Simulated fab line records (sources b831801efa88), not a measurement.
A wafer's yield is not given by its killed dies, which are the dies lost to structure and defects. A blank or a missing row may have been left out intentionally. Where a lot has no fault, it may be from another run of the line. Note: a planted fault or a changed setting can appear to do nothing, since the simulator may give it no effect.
Split-lot experiment | flow sfq-line | on a route of 325 steps: 5 lots, 23 wafers read

== ON THE SPLIT ==
At SFQ_TRILAYER_M6_LITHO_PEB_162 (peb time 60 s), the setting peb-temp-c was moved away from the recipe's 115 C on 7 of the 23 wafers read, by +1.7% to +2.8%. The other wafers ran this setting at the recipe's value.

== THE PATH FROM SPLIT TO READING: the file shows 1 step between them ==
- SFQ_TRILAYER_M6_LITHO_DEVELOP_161: time 60 s

== THE READING ==
M6.cd-nm (the simulator's own value, which no gauge read), in nm, at SFQ_TRILAYER_M6_BARC_OPEN_METAL_ETCH_206 (etches BARC in O2, target depth 125 nm, time 41.7 s). The file gives no usual value for it. Across the 16 wafers here that went through the recipe, the average is 500.3 nm and the standard deviation 0.99 nm.

wafer  | tool, chamber at the split | peb-temp-c as run, C | against the recipe | M6.cd-nm, nm | against lot-mates on the recipe
L078.2 | litho-track-03, 0          | 116.9                | +1.7%              | 466.6        | -33.2
L078.3 | litho-track-03, 0          | 115                  | recipe             | 499.2        | -
L078.4 | litho-track-03, 0          | 115                  | recipe             | 500.4        | -
L078.5 | litho-track-03, 0          | 116.9                | +1.7%              | 467.8        | -32.0
L078.6 | litho-track-03, 0          | 116.9                | +1.7%              | 467.2        | -32.6
L079.1 | litho-track-03, 0          | 115                  | recipe             | 500.3        | -
L079.2 | litho-track-03, 0          | 115                  | recipe             | 501.6        | -
L079.3 | litho-track-03, 0          | 115                  | recipe             | 499.6        | -
L081.1 | litho-track-01, 0          | 115                  | recipe             | 499.8        | -
L081.2 | litho-track-01, 0          | 117                  | +1.7%              | 467          | -33.6
L081.4 | litho-track-01, 0          | 115                  | recipe             | 501.2        | -
L081.5 | litho-track-01, 0          | 115                  | recipe             | 500.9        | -
L081.6 | litho-track-01, 0          | 117                  | +1.7%              | 467.7        | -32.9
L083.1 | litho-track-02, 0          | 118.2                | +2.8%              | 449.2        | -51.0
L083.3 | litho-track-02, 0          | 115                  | recipe             | 501.2        | -
L083.4 | litho-track-02, 0          | 115                  | recipe             | 501.4        | -
L083.5 | litho-track-02, 0          | 118.2                | +2.8%              | 448.9        | -51.3
L083.6 | litho-track-02, 0          | 115                  | recipe             | 498.1        | -
L084.1 | litho-track-01, 0          | 115                  | recipe             | 502.1        | -
L084.2 | litho-track-01, 0          | 115                  | recipe             | 500.2        | -
L084.3 | litho-track-01, 0          | 115                  | recipe             | 499.5        | -
L084.5 | litho-track-01, 0          | 115                  | recipe             | 499.9        | -
L084.6 | litho-track-01, 0          | 115                  | recipe             | 500          | -

THE FIT
A straight line over all 23 wafers: M6.cd-nm changes by -18.9 nm for each +1% of peb-temp-c; r = -1.00; the points scatter about the line by 1.2 nm.
The same after taking each lot's own level away (the mean of its wafers on the recipe; 23 wafers): -18.9 nm for each +1%; r = -1.00; scatter 1.1 nm.
On that fit, the largest move of peb-temp-c shifts the reading by 52 nm.
Measured against the standard deviation above, the lots' own levels, which go from 499.80 to 500.63 nm, span 0.8 times it.
So the lot-to-lot level changes the slope little: the two slopes agree.
Check: for one of the wafers moved furthest among these (+2.8%), held out of the fit, the line's prediction against its lot-mates is -53.2 nm. It came out at -51 nm against them.

== THESE WAFERS: OTHER SPLITS ==
Other splits were also applied to these wafers ahead of the reading. Each is held against what the fit with the lots' levels taken away leaves over:
other split on the same wafers               | wafers away from the commonest value | r with M6.cd-nm (lot level and that fit taken away)
SFQ_TRILAYER_C5_LITHO_PEB_154 peb-temp-c     | 7                                    | +0.15
SFQ_TRILAYER_M6_DEP_SPUTTER_157 time-s       | 12                                   | +0.16
SFQ_TRILAYER_M6_LITHO_COAT_159 resist-thk-nm | 11                                   | +0.51

== FILE'S OWN FIT ==
M6.cd-nm changes by -18.8 nm for each +1% of peb-temp-c, r = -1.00.
